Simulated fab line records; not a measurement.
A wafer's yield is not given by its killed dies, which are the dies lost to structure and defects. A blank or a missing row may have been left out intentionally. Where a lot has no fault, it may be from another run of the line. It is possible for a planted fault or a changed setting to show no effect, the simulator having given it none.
Code-filled problem report in 8D (eight disciplines) form -- flow sfq line -- the parts of the form that need people (team, actions taken, sign-off) are left out

1. PROBLEM STATEMENT
spin speed rpm at SFQ_TRILAYER_I5_LITHO_COAT_144 reads a mean of 2791.5 rpm on 9 wafers of 3 lots; wafers without a fault read 2999.9 rpm with a standard deviation of 2.1. So: -99 or more standard deviations from the usual mean.
The step: resist thk 650 nm.
Seen first at day 75 17:16 on litho track-04, wafer L737.1. The record has a number at this step for 45 wafers belonging to 15 lots. By rule, "out" or "out of limits" means more than 4 standard deviations away from the usual mean. All remaining wafers that have a number are taken as sound.

2. WHAT IT IS AND WHAT IT IS NOT
question,is,is not
which readings at this step,spin speed rpm,-
which lots,"L737, L739, L744","L721, L723, L724, L725, L728, L729, L730, L732, L734, L735, L738, L743"
which wafers of those lots,all that have a number,-
read on which tools,litho track-04,"litho track-02, litho track-03"
when,from day 75 17:16,"up to then (30 sound wafers); but 6 sound wafers of L738, L743 came after"

3. WHAT RULES OUT EACH SUSPECT
Counting: a tool at any process step up to the reading remains a suspect when it ran all the lots that are out and ran no sound lot after the first of those.
- litho track-04 at SFQ_TRILAYER_I5_LITHO_COAT_144 (resist thk 650 nm): kept. Every lot that is out went through it, starting with L737 (day 75 17:16), and after that it ran no sound lot; the last sound lot it ran before then is L732 (day 74 06:27). Its own spin speed rpm readings are out on those wafers.
Remaining after the count: litho track-04 at SFQ_TRILAYER_I5_LITHO_COAT_144.

4. THE CAUSE (what the simulator had put in)
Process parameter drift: litho track-04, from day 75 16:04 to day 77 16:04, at SFQ_TRILAYER_I5_LITHO_COAT_144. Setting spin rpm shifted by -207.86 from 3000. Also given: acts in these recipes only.
After counting, this tool was the only one left.

5. SEQUENCE OF EFFECTS, ordered by route
Each row: a reading whose mean over the struck wafers that have a number lies more than 3 standard deviations from the usual. Only readings whose record carries a usual standard deviation are examined. hours: median over the lots of the time between each lot's start at the first step of this table that gives one and its start at this step. sigmas: the change, counted in usual standard deviations.
hours,step,reading,usual,on struck wafers,change,sigmas
0,SFQ_TRILAYER_I5_LITHO_COAT_144,spin speed rpm,2999.9 rpm,2791.5,-208.4,-99 or more
Process steps it contains:
- SFQ_TRILAYER_I5_LITHO_COAT_144: resist thk 650 nm.

6. HOW IT WOULD HAVE BEEN CAUGHT EARLIER
In this record the first reading out of limits was taken at day 75 17:16, 1 hour after the fault began at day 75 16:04.
